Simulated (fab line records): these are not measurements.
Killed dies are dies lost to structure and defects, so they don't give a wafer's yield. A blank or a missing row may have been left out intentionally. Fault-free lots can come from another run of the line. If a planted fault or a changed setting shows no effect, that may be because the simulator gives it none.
Which of the tools did it?	flow gf180mcu	13 lots, 39 wafers sampled, at 4 steps of a route of 602

## WHAT THE GAUGES READ, wafer by wafer
GF_V5_RS_MEAS_24: measures by four-point-probe.
lot	measured	on	V5_W_RS (ohm/sq)
L800	day 27 21:41	film_metro-01	0.332 0.327 0.329
L801	day 28 09:01	film_metro-04	0.313 0.312 0.312
L802	day 28 13:09	film_metro-04	0.322 0.316 0.313
L803	day 28 13:47	film_metro-03	0.324 0.326 0.322
L804	day 28 16:47	film_metro-04	0.318 0.326 0.325
L805	day 29 07:19	film_metro-03	0.323 0.328 0.327
L808	day 29 17:58	film_metro-04	0.321 0.325 0.326
L812	day 31 03:59	film_metro-04	0.322 0.321 0.311
L813	day 31 06:28	film_metro-04	0.317 0.316 0.318
L815	day 31 17:37	film_metro-03	0.328 0.323 0.326
L818	day 32 10:15	film_metro-04	0.322 0.323 0.324
L820	day 32 21:10	film_metro-01	0.322 0.324 0.323
L823	day 33 09:21	film_metro-01	0.329 0.331 0.326

GF_V5_THK_MEAS_25: measures by xrf.
lot	measured	on	V5_W_THK (nm)
L800	day 27 21:49	film_metro-01	336 342 339
L801	day 28 09:08	film_metro-04	359 359 360
L802	day 28 13:15	film_metro-04	349 356 358
L803	day 28 13:54	film_metro-03	351 349 354
L804	day 28 16:55	film_metro-04	354 347 347
L805	day 29 07:26	film_metro-03	350 347 349
L808	day 29 18:05	film_metro-04	354 348 351
L812	day 31 04:07	film_metro-04	350 353 362
L813	day 31 06:34	film_metro-04	356 358 351
L815	day 31 17:43	film_metro-03	346 352 348
L818	day 32 10:22	film_metro-04	346 346 347
L820	day 32 21:16	film_metro-01	346 343 344
L823	day 33 09:26	film_metro-01	338 337 342

## WHAT TOOL EACH LOT RAN ON (gives the tool, then ch and the chambers of the sampled wafers, and finally the start)
lot	GF_M2_SPUTTER_00	GF_V5_CMP_04
L800	pvd_sputter-01, day 19 00:40	cmp-01 ch 0,2,3, day 26 23:21
L801	pvd_sputter-01, day 19 08:10	cmp-02 ch 0,1,2, day 27 11:53
L802	pvd_sputter-02, day 19 18:24	cmp-01 ch 0,2, day 27 16:05
L803	pvd_sputter-01, day 19 19:58	cmp-01 ch 1,2,3, day 27 16:26
L804	pvd_sputter-01, day 20 00:12	cmp-01 ch 0,1,2, day 27 19:20
L805	pvd_sputter-01, day 20 17:11	cmp-01 ch 1,2,3, day 28 10:19
L808	pvd_sputter-01, day 21 07:45	cmp-01 ch 1,3, day 28 22:10
L812	pvd_sputter-04, day 23 00:20	cmp-01 ch 0,1,3, day 30 08:44
L813	pvd_sputter-04, day 23 01:48	cmp-02 ch 0,2,3, day 30 10:47
L815	pvd_sputter-02, day 23 17:41	cmp-02 ch 0,2,3, day 30 22:35
L818	pvd_sputter-02, day 24 15:59	cmp-02 ch 0,1, day 31 16:07
L820	pvd_sputter-04, day 25 06:42	cmp-02 ch 0,2, day 32 03:14
L823	pvd_sputter-01, day 25 22:56	cmp-01 ch 0,3, day 32 16:05
- GF_M2_SPUTTER_00: material Ti, target thk 37.5 nm, time 150 s.
- GF_V5_CMP_04: polishes SiO2.

## WHAT THE TOOLS THEMSELVES READ (means of the sampled wafers that have a number; where no wafer has one, the mark that the record gives instead)
GF_M2_SPUTTER_00.
lot	tool	cathode_dc_power_W (W)	throttle_valve_pct (%)
L800	pvd_sputter-01	4000.3	28.9
L801	pvd_sputter-01	4000.0	29.1
L802	pvd_sputter-02	3999.9	29.5
L803	pvd_sputter-01	3999.4	28.5
L804	pvd_sputter-01	3999.5	28.8
L805	pvd_sputter-01	4000.2	29.3
L808	pvd_sputter-01	4000.0	28.7
L812	pvd_sputter-04	3999.7	31.0
L813	pvd_sputter-04	3999.9	30.6
L815	pvd_sputter-02	3999.7	29.8
L818	pvd_sputter-02	3999.7	30.2
L820	pvd_sputter-04	4000.3	30.2
L823	pvd_sputter-01	4000.1	29.8

GF_V5_CMP_04.
lot	tool	head_pressure_psi (psi)	motor_current_A (A)
L800	cmp-01	3.995	10.8
L801	cmp-02	4.002	11.5
L802	cmp-01	4.009	10.6
L803	cmp-01	3.996	11.1
L804	cmp-01	4.010	10.7
L805	cmp-01	3.999	11.3
L808	cmp-01	4.000	11.6
L812	cmp-01	4.011	11.1
L813	cmp-02	4.002	11.8
L815	cmp-02	4.001	11.2
L818	cmp-02	4.002	12.1
L820	cmp-02	3.994	11.2
L823	cmp-01	3.995	10.6

## THE ANSWER, worked out from the rows above alone
Rule: the lots themselves supply what counts as usual. The widest of any qualifying gaps counts: lots, ordered by their means at a reading, are off when they make up no more than a third of the lots, leave a main group of 4 or more, and stand apart from it by 3 or more times the standard deviation of that group's means. A main group whose means are all the same, to the digits that the tables above print for the reading, isn't used. A lot without any number at a reading at which 4 lots or more have one is off too. The other lots that the step has rows for count as sound. First the gauges in route order, then the tools' own readings, where a lot's mean is used as printed above. At the first step where some lot is off, the reading lying furthest off is the one used; lots without a number count as furthest.
None of the lots is off at any reading shown; this tells nothing.

## WHAT THE SIMULATOR HAD PUT IN
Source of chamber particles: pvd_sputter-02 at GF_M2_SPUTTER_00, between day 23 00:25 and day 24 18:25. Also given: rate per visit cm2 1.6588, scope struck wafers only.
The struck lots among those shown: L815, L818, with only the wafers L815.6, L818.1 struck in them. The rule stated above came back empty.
